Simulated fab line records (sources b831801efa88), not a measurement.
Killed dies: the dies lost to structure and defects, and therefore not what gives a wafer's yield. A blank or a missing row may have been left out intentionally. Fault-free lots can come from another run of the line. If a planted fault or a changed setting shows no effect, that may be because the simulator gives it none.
A lot that was struck, set against a sound lot / flow sfqLine / 15 steps out of a route of 325
Sound: wafers L849.2, L849.3, L849.6. Struck: wafer L854.2 (left out: L854.1, L854.3 of the same lot, which were not struck); the cause appears at the end.
At each step with rows: each side's tool, then ch and its chambers, then its first start. Under that, the readings that differ: sound wafers / struck wafers / difference of the means / sigmas: that difference in standard deviations of wafers without a fault.
alike: readings with means less than 2 such deviations apart, plus words and numbers identical on both sides. not compared: withheld readings, readings lacking a value on some wafer, bounds such as >300 that could conceal the same value, and numbers that have no deviation in the record and whose values overlap.
The two part at a step that has a row with sigmas, a row that says differs or no value, or rows on one side only. Numbers that have no deviation but don't overlap get no sigmas and don't part them. A reading that every wafer of one side lacks parts them only if that side has two wafers or more.

first, 1 step without rows for these wafers: SFQ_TRILAYER_M2_STRIP_SOLV_CLEAN_062 (cleans in NMP, time 600 s).
SFQ_TRILAYER_I2_DEP_PECVD_063: deposits SiO2 from SiH4/N2O, time 111.11 s, target thk 500 nm.
  sound on pecvd-03 ch 0,1, day 31 00:47; struck on pecvd-01 ch 0, day 33 20:27
  alike: heaterPowerW, throttleValvePct
SFQ_TRILAYER_I2_CMP_CMP_064: polishes SiO2.
  sound on cmp-02 ch 1,2,3, day 31 01:24; struck on cmp-02 ch 1, day 33 20:31
  alike: motorCurrentA, retainingRingPressureFrac, timeToEndpointS
SFQ_I2_BOW_MEAS_917:
  sound: filmMetro-01 at day 31 03:55; struck: filmMetro-02 at day 33 23:31
  alike: I2_BOW
SFQ_TRILAYER_I2_METRO_MEASURE_065:
  sound: filmMetro-01 at day 31 04:13; struck: filmMetro-02 at day 33 23:38
  alike: thkNm
then, 6 steps without rows for these wafers: SFQ_TRILAYER_I2_VIA_LITHO_COAT_072 (resist thk 62 nm); SFQ_TRILAYER_I2_VIA_LITHO_COAT_067 (resist thk 650 nm); SFQ_TRILAYER_I2_VIA_LITHO_SOFTBAKE_071; SFQ_TRILAYER_I2_VIA_LITHO_EXPOSE_068 (exposes mask I2, target cd 500 nm); SFQ_TRILAYER_I2_VIA_LITHO_PEB_070 (peb time 60 s); SFQ_TRILAYER_I2_VIA_LITHO_DEVELOP_069 (time 60 s).
-- the record jumps here: 6 days lie between the struck wafers' starts before and after --
SFQ_I2_OVL_MEAS_918:
  sound: overlay-02 at day 37 14:11; struck: overlay-02 at day 40 07:09
  alike: I2_OVL
SFQ_TRILAYER_I2_VIA_BARC_OPEN_VIA_ETCH_096: etches BARC in O2, target depth 125 nm, time 41.7 s.
  sound on rieDiel-01 ch 1,2, day 37 14:13; struck on rieDiel-02 ch 2, day 40 07:11
reading=oesProductAu (a.u.); sound=0.676 0.685 0.684; struck=0.709; difference=+0.027; sigmas=+6
reading=runLengthS (s); sound=70.3 69.7 69.7; struck=67.1; difference=-2.8; sigmas=-7
  alike: drypumpMotorCurrentA
  not compared: rfHoursCounterH, model.KrF_of_TRILAYER_I2_VIA_LITHO_COAT_067.thkNm
SFQ_TRILAYER_I2_VIA_ETCH_VIA_ETCH_070: etches SiO2 in CHF3, stops on Nb, target depth 260 nm.
  sound on rieDiel-01 ch 1,2, day 37 14:16; struck on rieDiel-02 ch 2, day 40 07:14
  alike: drypumpMotorCurrentA, oesProductAu
  not compared: model.KrF_of_TRILAYER_I2_VIA_LITHO_COAT_067.thkNm
SFQ_TRILAYER_I2_VIA_STRIP_STRIP_071: strips in O2.
  sound on rieMetal-04 ch 1, day 37 14:35; struck on rieMetal-04 ch 1, day 40 07:20
reading=rfHoursCounterH (h); sound=- - -; struck=84; difference=no value on the sound wafers; sigmas=
  alike: drypumpMotorCurrentA, oesProductAu

WHERE THEY PART
First at SFQ_TRILAYER_I2_VIA_BARC_OPEN_VIA_ETCH_096; last, within this record, at SFQ_TRILAYER_I2_VIA_STRIP_STRIP_071.

WHY: what the simulator had put in
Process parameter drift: rieDiel-02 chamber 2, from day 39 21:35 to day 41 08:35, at SFQ_TRILAYER_I2_VIA_BARC_OPEN_VIA_ETCH_096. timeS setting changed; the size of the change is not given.
